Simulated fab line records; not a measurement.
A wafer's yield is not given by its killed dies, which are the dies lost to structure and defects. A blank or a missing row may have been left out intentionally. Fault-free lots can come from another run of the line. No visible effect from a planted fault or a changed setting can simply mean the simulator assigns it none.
What tool caused it? + flow gf180mcu + 11 lots with 33 wafers sampled at 7 steps, on a route of 602 steps

== WHAT THE GAUGES SHOWED, per wafer ==
GF_POLY_GATE_THK_MEAS_01.
| lot  | measured     | on            | POLY_GATE_CVD_00_THK (nm) |
|------|--------------|---------------|---------------------------|
| L985 | day 8 08:59  | film_metro-04 | 200.6 201.3 200.2         |
| L992 | day 10 12:37 | film_metro-04 | 197.7 197.6 195.5         |
| L993 | day 10 19:39 | film_metro-01 | 198.8 198.6 198.3         |
| L994 | day 11 00:56 | film_metro-03 | 199.1 200.2 200.6         |
| L102 | day 13 11:42 | film_metro-04 | 197.4 198.4 197.6         |
| L103 | day 13 19:35 | film_metro-01 | 200.5 200.7 200.7         |
| L104 | day 14 02:12 | film_metro-04 | 200.4 199.5 198.5         |
| L105 | day 14 07:24 | film_metro-03 | 201.4 201.6 201.5         |
| L106 | day 14 12:53 | film_metro-01 | 199.0 198.1 198.3         |
| L107 | day 14 22:50 | film_metro-01 | 198.8 198.6 199.5         |
| L108 | day 15 06:05 | film_metro-01 | 203.9 202.1 203.2         |

GF_HV_LDD_THK_MEAS_55.
| lot  | measured     | on            | HV_LDD_CVD_54_THK (nm) |
|------|--------------|---------------|------------------------|
| L985 | day 12 06:28 | film_metro-02 | 9.93 9.82 9.85         |
| L992 | day 14 17:56 | film_metro-04 | 9.98 10.08 9.79        |
| L993 | day 15 02:49 | film_metro-01 | 9.91 9.92 9.89         |
| L994 | day 15 09:58 | film_metro-04 | 9.95 10.11 10.09       |
| L102 | day 18 07:23 | film_metro-01 | 9.81 9.79 9.87         |
| L103 | day 18 14:46 | film_metro-01 | 10.07 10.02 10.00      |
| L104 | day 18 20:09 | film_metro-01 | 9.87 9.88 10.02        |
| L105 | day 19 04:18 | film_metro-04 | 10.05 9.91 9.95        |
| L106 | day 19 16:10 | film_metro-01 | 10.10 10.18 10.07      |
| L107 | day 19 23:31 | film_metro-04 | 9.93 10.03 9.97        |
| L108 | day 20 06:23 | film_metro-04 | 10.04 10.11 10.06      |

GF_NSD_TW_MEAS_12.
| lot  | measured     | on            | NSD_TW                        |
|------|--------------|---------------|-------------------------------|
| L985 | day 13 04:06 | film_metro-04 | 4221 4226 4216                |
| L992 | day 15 16:46 | film_metro-03 | 4061 4070 4080 4055 4073 4091 |
| L993 | day 16 02:24 | film_metro-03 | 4314 4321 4319                |
| L994 | day 16 08:46 | film_metro-03 | 4091 4083 4082 4061 4075 4053 |
| L102 | day 19 10:22 | film_metro-02 | 4299 4302 4297                |
| L103 | day 19 18:08 | film_metro-02 | 4299 4286 4302                |
| L104 | day 20 00:09 | film_metro-03 | 4297 4273 4309                |
| L105 | day 20 05:41 | film_metro-02 | 4303 4307 4309                |
| L106 | day 20 17:27 | film_metro-04 | 4201 4215 4209                |
| L107 | day 21 01:45 | film_metro-03 | 4364 4344 4319                |
| L108 | day 21 09:03 | film_metro-04 | 4205 4199 4202                |

GF_PSD_OVL_MEAS_08.
| lot  | measured     | on         | PSD_OVL (nm)   |
|------|--------------|------------|----------------|
| L985 | day 14 00:19 | overlay-01 | 1.1 -1.4 0.5   |
| L992 | day 16 14:52 | overlay-02 | 0.6 0.6 -1.4   |
| L993 | day 17 00:13 | overlay-01 | -0.2 -0.2 0.8  |
| L994 | day 17 07:10 | overlay-01 | 1.7 0.3 0.3    |
| L102 | day 20 10:07 | overlay-02 | 0.8 1.7 1.0    |
| L103 | day 20 17:58 | overlay-01 | -1.4 0.0 0.1   |
| L104 | day 21 00:18 | overlay-02 | -0.7 0.8 -0.4  |
| L105 | day 21 05:49 | overlay-01 | 2.0 0.9 1.0    |
| L106 | day 21 17:40 | overlay-02 | -1.4 -2.1 -0.1 |
| L107 | day 22 01:28 | overlay-02 | 0.7 -1.1 -1.0  |
| L108 | day 22 08:40 | overlay-02 | -0.2 -0.1 -1.8 |

GF_PSD_RS_MEAS_14: the measuring method here is four-point-probe.
| lot  | measured     | on            | NSD_RS (ohm/sq)                     |
|------|--------------|---------------|-------------------------------------|
| L985 | day 14 00:48 | film_metro-03 | 46.12 46.13 46.04                   |
| L992 | day 16 15:21 | film_metro-03 | 51.29 51.37 51.45 51.35 51.36 51.55 |
| L993 | day 17 00:42 | film_metro-02 | 46.32 46.30 46.17                   |
| L994 | day 17 07:39 | film_metro-04 | 51.53 51.50 51.47 51.63 51.48 51.63 |
| L102 | day 20 10:40 | film_metro-02 | 46.21 46.06 46.29                   |
| L103 | day 20 18:27 | film_metro-02 | 46.05 46.24 46.18                   |
| L104 | day 21 00:47 | film_metro-03 | 45.98 46.08 46.10                   |
| L105 | day 21 06:18 | film_metro-03 | 46.11 46.15 46.13                   |
| L106 | day 21 18:09 | film_metro-04 | 46.18 46.16 46.26                   |
| L107 | day 22 01:59 | film_metro-02 | 46.10 46.32 46.07                   |
| L108 | day 22 09:09 | film_metro-03 | 46.18 46.13 46.06                   |

== EACH LOT AND THE TOOL THAT RAN IT (in order: tool; ch and the chambers of the sampled wafers; start) ==
| lot  | GF_NSD_IMPLANT_09               | GF_NSD_STRIP_11                      |
|------|---------------------------------|--------------------------------------|
| L985 | implanter-04 ch 0, day 13 03:42 | plasma_asher-03 ch 0,1, day 13 04:00 |
| L992 | implanter-04 ch 0, day 15 16:23 | plasma_asher-01 ch 0,1, day 15 16:40 |
| L993 | implanter-01 ch 0, day 16 02:00 | plasma_asher-01 ch 0,1, day 16 02:18 |
| L994 | implanter-04 ch 0, day 16 08:22 | plasma_asher-01 ch 0,1, day 16 08:40 |
| L102 | implanter-01 ch 0, day 19 10:00 | plasma_asher-04 ch 0,1, day 19 10:17 |
| L103 | implanter-01 ch 0, day 19 17:44 | plasma_asher-04 ch 0,1, day 19 18:02 |
| L104 | implanter-02 ch 0, day 19 23:45 | plasma_asher-04 ch 0,1, day 20 00:03 |
| L105 | implanter-01 ch 0, day 20 05:17 | plasma_asher-01 ch 0,1, day 20 05:35 |
| L106 | implanter-04 ch 0, day 20 17:03 | plasma_asher-01 ch 0,1, day 20 17:21 |
| L107 | implanter-01 ch 0, day 21 01:21 | plasma_asher-01 ch 0,1, day 21 01:39 |
| L108 | implanter-04 ch 0, day 21 08:39 | plasma_asher-04 ch 0,1, day 21 08:57 |
- GF_NSD_IMPLANT_09
- GF_NSD_STRIP_11: strips in O2/N2.

== WHAT THE TOOLS THEMSELVES READ (means of the sampled wafers that have a number; where no wafer has one, the mark that the record gives instead) ==
GF_NSD_IMPLANT_09.
| lot  | tool         | beam_energy_keV |
|------|--------------|-----------------|
| L985 | implanter-04 | 60.017          |
| L992 | implanter-04 | 41.659          |
| L993 | implanter-01 | 59.984          |
| L994 | implanter-04 | 41.694          |
| L102 | implanter-01 | 59.982          |
| L103 | implanter-01 | 60.029          |
| L104 | implanter-02 | 60.023          |
| L105 | implanter-01 | 60.009          |
| L106 | implanter-04 | 59.999          |
| L107 | implanter-01 | 60.015          |
| L108 | implanter-04 | 60.020          |

GF_NSD_STRIP_11.
| lot  | tool            | drypump_motor_current_A (A) | heater_power_w (W) | oes_product_au (a.u.) | strip_time_to_endpoint_s (s) |
|------|-----------------|-----------------------------|--------------------|-----------------------|------------------------------|
| L985 | plasma_asher-03 | 6.3                         | 368                | 0.487                 | 22.94                        |
| L992 | plasma_asher-01 | 5.0                         | 335                | 0.515                 | 20.53                        |
| L993 | plasma_asher-01 | 5.2                         | 319                | 0.494                 | 22.86                        |
| L994 | plasma_asher-01 | 5.2                         | 322                | 0.521                 | 20.59                        |
| L102 | plasma_asher-04 | 5.2                         | 316                | 0.484                 | 22.95                        |
| L103 | plasma_asher-04 | 5.1                         | 332                | 0.487                 | 22.94                        |
| L104 | plasma_asher-04 | 5.1                         | 324                | 0.486                 | 22.90                        |
| L105 | plasma_asher-01 | 5.3                         | 319                | 0.482                 | 22.90                        |
| L106 | plasma_asher-01 | 5.0                         | 329                | 0.487                 | 22.95                        |
| L107 | plasma_asher-01 | 5.0                         | 327                | 0.486                 | 22.97                        |
| L108 | plasma_asher-04 | 5.1                         | 329                | 0.489                 | 22.93                        |

== THE ANSWER, worked out from the rows above alone ==
Rule: what is usual is taken from the lots themselves. Put in order of their means at a reading, lots are off if they are a third of the lots or fewer, leave a main group of 4 or more, and stand apart from it by a gap of 3 or more times the standard deviation of the main group's means; of several such gaps the widest counts. The tables above print the reading to a certain number of digits; a main group whose means all agree to those digits is not used. Also off: a lot with no number at a reading for which 4 or more lots have one. All remaining lots with rows at the step are treated as sound. Order of review: gauges by route order, followed by the tools' own readings, for which a lot's mean as printed above is used. At the first step where some lot is off, the reading lying furthest off is the one used; lots without a number count as furthest.
Off: L992, L994, at GF_PSD_RS_MEAS_14 (NSD_RS). The main group: mean 46.15 ohm/sq, standard deviation 0.058.
If a tool, at a process step before that reading, ran all the lots that are off and no sound lot after the first of them, it fits. Not tried: the gauges at GF_PSD_RS_MEAS_14; whatever is off there is also off at GF_NSD_IMPLANT_09, on other tools, and gauge error can't account for it. Not one of the candidates tried fits.

== WHAT WAS PUT IN BY THE SIMULATOR ==
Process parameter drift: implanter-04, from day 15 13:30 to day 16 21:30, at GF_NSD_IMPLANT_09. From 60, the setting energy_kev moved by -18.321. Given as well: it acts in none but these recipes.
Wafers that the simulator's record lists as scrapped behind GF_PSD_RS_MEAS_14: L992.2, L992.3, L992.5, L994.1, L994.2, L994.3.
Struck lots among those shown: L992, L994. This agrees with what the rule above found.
